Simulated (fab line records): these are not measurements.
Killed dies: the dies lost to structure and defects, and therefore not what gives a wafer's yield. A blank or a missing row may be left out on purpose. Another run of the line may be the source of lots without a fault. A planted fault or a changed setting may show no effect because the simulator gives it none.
Which of the tools did it? || flow gf180mcu || 14 lots with 42 wafers sampled at 5 steps, on a route of 602 steps

WHAT THE GAUGES SHOWED, per wafer
GF_M3_RS_MEAS_05: measurement is done with a four-point probe.
{"lot": "L339", "measured": "day 20 09:46", "on": "film metro-04", "M3_ALCU_RS (ohm/sq)": "0.0695 0.0687 0.0687"}
{"lot": "L341", "measured": "day 20 23:32", "on": "film metro-01", "M3_ALCU_RS (ohm/sq)": "0.0686 0.0688 0.0686"}
{"lot": "L342", "measured": "day 21 18:45", "on": "film metro-03", "M3_ALCU_RS (ohm/sq)": "0.0692 0.0689 0.0683"}
{"lot": "L343", "measured": "day 22 04:14", "on": "film metro-04", "M3_ALCU_RS (ohm/sq)": "0.0692 0.0694 0.0694"}
{"lot": "L345", "measured": "day 22 13:22", "on": "film metro-04", "M3_ALCU_RS (ohm/sq)": "0.0693 0.0687 0.0687"}
{"lot": "L352", "measured": "day 24 22:13", "on": "film metro-04", "M3_ALCU_RS (ohm/sq)": "0.0699 0.0702 0.0692"}
{"lot": "L354", "measured": "day 25 16:43", "on": "film metro-03", "M3_ALCU_RS (ohm/sq)": "0.0706 0.0708 0.0703"}
{"lot": "L355", "measured": "day 26 02:17", "on": "film metro-03", "M3_ALCU_RS (ohm/sq)": "0.0702 0.0702 0.0700"}
{"lot": "L356", "measured": "day 26 05:37", "on": "film metro-03", "M3_ALCU_RS (ohm/sq)": "0.0706 0.0704 0.0699"}
{"lot": "L357", "measured": "day 26 13:04", "on": "film metro-04", "M3_ALCU_RS (ohm/sq)": "0.0697 0.0705 0.0695"}
{"lot": "L358", "measured": "day 26 20:32", "on": "film metro-03", "M3_ALCU_RS (ohm/sq)": "0.0695 0.0690 0.0688"}
{"lot": "L359", "measured": "day 27 07:58", "on": "film metro-01", "M3_ALCU_RS (ohm/sq)": "0.0685 0.0689 0.0682"}
{"lot": "L360", "measured": "day 27 11:16", "on": "film metro-03", "M3_ALCU_RS (ohm/sq)": "0.0693 0.0689 0.0691"}
{"lot": "L361", "measured": "day 27 13:32", "on": "film metro-04", "M3_ALCU_RS (ohm/sq)": "0.0682 0.0686 0.0692"}

GF_M3_CD_MEAS_14: target cd 280 nm.
{"lot": "L339", "measured": "day 21 09:41", "on": "cd sem-02", "cd nm (nm)": "279.5 278.3 278.9"}
{"lot": "L341", "measured": "day 21 22:52", "on": "cd sem-01", "cd nm (nm)": "282.6 281.2 282.4"}
{"lot": "L342", "measured": "day 22 18:28", "on": "cd sem-01", "cd nm (nm)": "279.8 281.3 280.8"}
{"lot": "L343", "measured": "day 23 03:07", "on": "cd sem-01", "cd nm (nm)": "248.4 279.6 279.6"}
{"lot": "L345", "measured": "day 23 12:17", "on": "cd sem-02", "cd nm (nm)": "247.6 247.2 248.5"}
{"lot": "L352", "measured": "day 25 19:23", "on": "cd sem-01", "cd nm (nm)": "282.5 282.5 283.2"}
{"lot": "L354", "measured": "day 26 13:04", "on": "cd sem-01", "cd nm (nm)": "280.9 279.9 280.1"}
{"lot": "L355", "measured": "day 26 22:52", "on": "cd sem-01", "cd nm (nm)": "280.2 280.2 280.6"}
{"lot": "L356", "measured": "day 27 02:20", "on": "cd sem-01", "cd nm (nm)": "279.6 280.2 280.4"}
{"lot": "L357", "measured": "day 27 09:50", "on": "cd sem-01", "cd nm (nm)": "279.0 280.0 279.1"}
{"lot": "L358", "measured": "day 27 16:39", "on": "cd sem-02", "cd nm (nm)": "279.6 278.8 278.8"}
{"lot": "L359", "measured": "day 28 03:56", "on": "cd sem-01", "cd nm (nm)": "280.8 281.5 281.6"}
{"lot": "L360", "measured": "day 28 07:21", "on": "cd sem-02", "cd nm (nm)": "280.9 279.5 281.4"}
{"lot": "L361", "measured": "day 28 09:13", "on": "cd sem-02", "cd nm (nm)": "279.7 280.5 279.7"}

TOOL THAT RAN EACH LOT (tool first, then ch and the chambers of the sampled wafers, then the start)
{"lot": "L339", "GF_V2_STRIP_18": "plasma asher-02 ch 0,1, day 20 08:17", "GF_M3_SPUTTER_02": "pvd sputter-01, day 20 09:38", "GF_M3_EXPOSE_11": "krf scanner-01 ch 0, day 20 21:35"}
{"lot": "L341", "GF_V2_STRIP_18": "plasma asher-02 ch 0,1, day 20 22:04", "GF_M3_SPUTTER_02": "pvd sputter-01, day 20 23:26", "GF_M3_EXPOSE_11": "krf scanner-01 ch 0, day 21 11:42"}
{"lot": "L342", "GF_V2_STRIP_18": "plasma asher-03 ch 0,1, day 21 17:17", "GF_M3_SPUTTER_02": "pvd sputter-03, day 21 18:37", "GF_M3_EXPOSE_11": "krf scanner-02 ch 0, day 22 06:41"}
{"lot": "L343", "GF_V2_STRIP_18": "plasma asher-01 ch 0,1, day 22 02:46", "GF_M3_SPUTTER_02": "pvd sputter-01, day 22 04:08", "GF_M3_EXPOSE_11": "krf scanner-02 ch 0, day 22 16:04"}
{"lot": "L345", "GF_V2_STRIP_18": "plasma asher-01 ch 0,1, day 22 11:49", "GF_M3_SPUTTER_02": "pvd sputter-01, day 22 13:16", "GF_M3_EXPOSE_11": "krf scanner-02 ch 0, day 23 00:45"}
{"lot": "L352", "GF_V2_STRIP_18": "plasma asher-01 ch 0,1, day 24 20:40", "GF_M3_SPUTTER_02": "pvd sputter-03, day 24 22:08", "GF_M3_EXPOSE_11": "krf scanner-01 ch 0, day 25 09:11"}
{"lot": "L354", "GF_V2_STRIP_18": "plasma asher-02 ch 0,1, day 25 15:13", "GF_M3_SPUTTER_02": "pvd sputter-03, day 25 16:37", "GF_M3_EXPOSE_11": "krf scanner-02 ch 0, day 26 03:12"}
{"lot": "L355", "GF_V2_STRIP_18": "plasma asher-01 ch 1, day 26 00:49", "GF_M3_SPUTTER_02": "pvd sputter-03, day 26 02:10", "GF_M3_EXPOSE_11": "krf scanner-02 ch 0, day 26 12:44"}
{"lot": "L356", "GF_V2_STRIP_18": "plasma asher-02 ch 0,1, day 26 04:09", "GF_M3_SPUTTER_02": "pvd sputter-03, day 26 05:29", "GF_M3_EXPOSE_11": "krf scanner-01 ch 0, day 26 16:26"}
{"lot": "L357", "GF_V2_STRIP_18": "plasma asher-01 ch 0,1, day 26 11:28", "GF_M3_SPUTTER_02": "pvd sputter-02, day 26 12:57", "GF_M3_EXPOSE_11": "krf scanner-02 ch 0, day 26 23:46"}
{"lot": "L358", "GF_V2_STRIP_18": "plasma asher-01 ch 0,1, day 26 19:04", "GF_M3_SPUTTER_02": "pvd sputter-02, day 26 20:27", "GF_M3_EXPOSE_11": "krf scanner-01 ch 0, day 27 07:17"}
{"lot": "L359", "GF_V2_STRIP_18": "plasma asher-02 ch 0,1, day 27 06:30", "GF_M3_SPUTTER_02": "pvd sputter-01, day 27 07:50", "GF_M3_EXPOSE_11": "krf scanner-01 ch 0, day 27 17:55"}
{"lot": "L360", "GF_V2_STRIP_18": "plasma asher-03 ch 1, day 27 09:49", "GF_M3_SPUTTER_02": "pvd sputter-01, day 27 11:11", "GF_M3_EXPOSE_11": "krf scanner-01 ch 0, day 27 21:38"}
{"lot": "L361", "GF_V2_STRIP_18": "plasma asher-02 ch 0,1, day 27 12:04", "GF_M3_SPUTTER_02": "pvd sputter-01, day 27 13:25", "GF_M3_EXPOSE_11": "krf scanner-01 ch 0, day 27 23:40"}
- GF_V2_STRIP_18: strips in O2/N2.
- GF_M3_SPUTTER_02: material AlCu, target thk 450 nm, time 23.9 s.
- GF_M3_EXPOSE_11: exposes mask Metal3, target cd 280 nm.

WHAT THE TOOLS THEMSELVES READ (means of the sampled wafers that have a number; where no wafer has one, the mark that the record gives instead)
GF_V2_STRIP_18.
{"lot": "L339", "tool": "plasma asher-02", "drypump motor current A (A)": 5.84, "heater power w (W)": 354, "oes product au (a.u.)": 0.595}
{"lot": "L341", "tool": "plasma asher-02", "drypump motor current A (A)": 5.84, "heater power w (W)": 350, "oes product au (a.u.)": 0.596}
{"lot": "L342", "tool": "plasma asher-03", "drypump motor current A (A)": 6.02, "heater power w (W)": 385, "oes product au (a.u.)": 0.589}
{"lot": "L343", "tool": "plasma asher-01", "drypump motor current A (A)": 5.69, "heater power w (W)": 358, "oes product au (a.u.)": 0.591}
{"lot": "L345", "tool": "plasma asher-01", "drypump motor current A (A)": 5.69, "heater power w (W)": 359, "oes product au (a.u.)": 0.589}
{"lot": "L352", "tool": "plasma asher-01", "drypump motor current A (A)": 5.74, "heater power w (W)": 334, "oes product au (a.u.)": 0.593}
{"lot": "L354", "tool": "plasma asher-02", "drypump motor current A (A)": 5.69, "heater power w (W)": 340, "oes product au (a.u.)": 0.592}
{"lot": "L355", "tool": "plasma asher-01", "drypump motor current A (A)": 5.63, "heater power w (W)": 391, "oes product au (a.u.)": 0.596}
{"lot": "L356", "tool": "plasma asher-02", "drypump motor current A (A)": 5.85, "heater power w (W)": 349, "oes product au (a.u.)": 0.584}
{"lot": "L357", "tool": "plasma asher-01", "drypump motor current A (A)": 5.73, "heater power w (W)": 332, "oes product au (a.u.)": 0.596}
{"lot": "L358", "tool": "plasma asher-01", "drypump motor current A (A)": 5.69, "heater power w (W)": 360, "oes product au (a.u.)": 0.594}
{"lot": "L359", "tool": "plasma asher-02", "drypump motor current A (A)": 5.83, "heater power w (W)": 352, "oes product au (a.u.)": 0.596}
{"lot": "L360", "tool": "plasma asher-03", "drypump motor current A (A)": 5.93, "heater power w (W)": 405, "oes product au (a.u.)": 0.593}
{"lot": "L361", "tool": "plasma asher-02", "drypump motor current A (A)": 5.82, "heater power w (W)": 351, "oes product au (a.u.)": 0.591}

GF_M3_SPUTTER_02.
{"lot": "L339", "tool": "pvd sputter-01", "throttle valve pct (%)": 29.7}
{"lot": "L341", "tool": "pvd sputter-01", "throttle valve pct (%)": 29.7}
{"lot": "L342", "tool": "pvd sputter-03", "throttle valve pct (%)": 30.2}
{"lot": "L343", "tool": "pvd sputter-01", "throttle valve pct (%)": 29.1}
{"lot": "L345", "tool": "pvd sputter-01", "throttle valve pct (%)": 29.7}
{"lot": "L352", "tool": "pvd sputter-03", "throttle valve pct (%)": 29.3}
{"lot": "L354", "tool": "pvd sputter-03", "throttle valve pct (%)": 30.1}
{"lot": "L355", "tool": "pvd sputter-03", "throttle valve pct (%)": 28.7}
{"lot": "L356", "tool": "pvd sputter-03", "throttle valve pct (%)": 30.1}
{"lot": "L357", "tool": "pvd sputter-02", "throttle valve pct (%)": 28.7}
{"lot": "L358", "tool": "pvd sputter-02", "throttle valve pct (%)": 29.2}
{"lot": "L359", "tool": "pvd sputter-01", "throttle valve pct (%)": 28.7}
{"lot": "L360", "tool": "pvd sputter-01", "throttle valve pct (%)": 28.8}
{"lot": "L361", "tool": "pvd sputter-01", "throttle valve pct (%)": 30.2}

THE ANSWER, worked out from the rows above alone
Rule: usual is defined by the lots themselves. The widest of any qualifying gaps counts: lots, ordered by their means at a reading, are off when they make up no more than a third of the lots, leave a main group of 4 or more, and stand apart from it by 3 or more times the standard deviation of that group's means. Not used: any main group whose means are identical at the precision the tables above print for the reading. A lot without any number at a reading at which 4 lots or more have one is off too. Where the step has rows for the other lots, those lots are counted as sound. Order of review: gauges by route order, followed by the tools' own readings, for which a lot's mean as printed above is used. At the first step where some lot is off, the reading lying furthest off is the one used; lots without a number count as furthest.
Off, at GF_M3_CD_MEAS_14 on cd nm: L343, L345. For the main group the mean is 280.4 nm and the standard deviation 1.1.
A tool fits if, at a process step before that reading, it ran every lot that is off, and no sound lot after the first of them. Those tools and the gauges at GF_M3_CD_MEAS_14 are tried in the same way. Not one of the candidates tried fits.

WHAT WAS PUT IN BY THE SIMULATOR
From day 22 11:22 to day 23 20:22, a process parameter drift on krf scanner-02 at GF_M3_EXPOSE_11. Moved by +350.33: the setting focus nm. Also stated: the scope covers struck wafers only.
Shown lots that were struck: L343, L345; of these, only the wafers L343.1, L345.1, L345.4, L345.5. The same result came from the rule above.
